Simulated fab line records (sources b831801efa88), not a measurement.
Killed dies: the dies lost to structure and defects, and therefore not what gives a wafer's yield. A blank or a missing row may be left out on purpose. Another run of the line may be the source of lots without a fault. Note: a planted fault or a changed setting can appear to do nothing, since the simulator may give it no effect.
Chamber matching | flow gf180mcu | GF_V4_CMP_26 on cmp-02 has 3 sister chambers
The step polishes, stops on SiO2, t overpolish 15 s, target thk 0 nm. 3 wafers are shown with their chamber, then 6 later ones without.

## WAFERS PAIRED WITH THEIR CHAMBERS
wafer  | chamber | motor current A (A)
L441.6 | 2       | 9.9
L452.2 | 1       | 13.8
L452.3 | 3       | 9.8

## WAFERS WHOSE CHAMBER IS MISSING
wafer  | motor current A (A)
L452.6 | 10.1
L457.1 | 9.4
L457.3 | 10.4
L457.4 | 15.3
L459.2 | 10.2
L459.5 | 9.7

## WHICH CHAMBER EACH WENT THROUGH
wafer  | from the rows above     | in truth
L452.6 | can't be placed: 2 or 3 | 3
L457.1 | can't be placed: 3 or 2 | 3
L457.3 | can't be placed: 2 or 3 | 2
L457.4 | 1                       | 1
L459.2 | can't be placed: 2 or 3 | 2
L459.5 | can't be placed: 3 or 2 | 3
1 of 6 placed correctly. Not placeable from these rows: 5 (in 5, the candidates include the true chamber). Wrongly placed: 0.
How it was worked out, from the rows above alone: a wafer's distance from a chamber is the root of the sum, over the readings, of the square of ((its reading less the chamber's mean) divided by the reading's scatter). The wafer belongs to the nearest chamber; if the next one is less than 2 further off, it can't be placed. For every chamber, the mean is computed from those of its wafers that are shown. The scatter (one wafer shown for each chamber): square how far every hidden wafer sits from the nearest shown wafer, average those squares and take the square root.
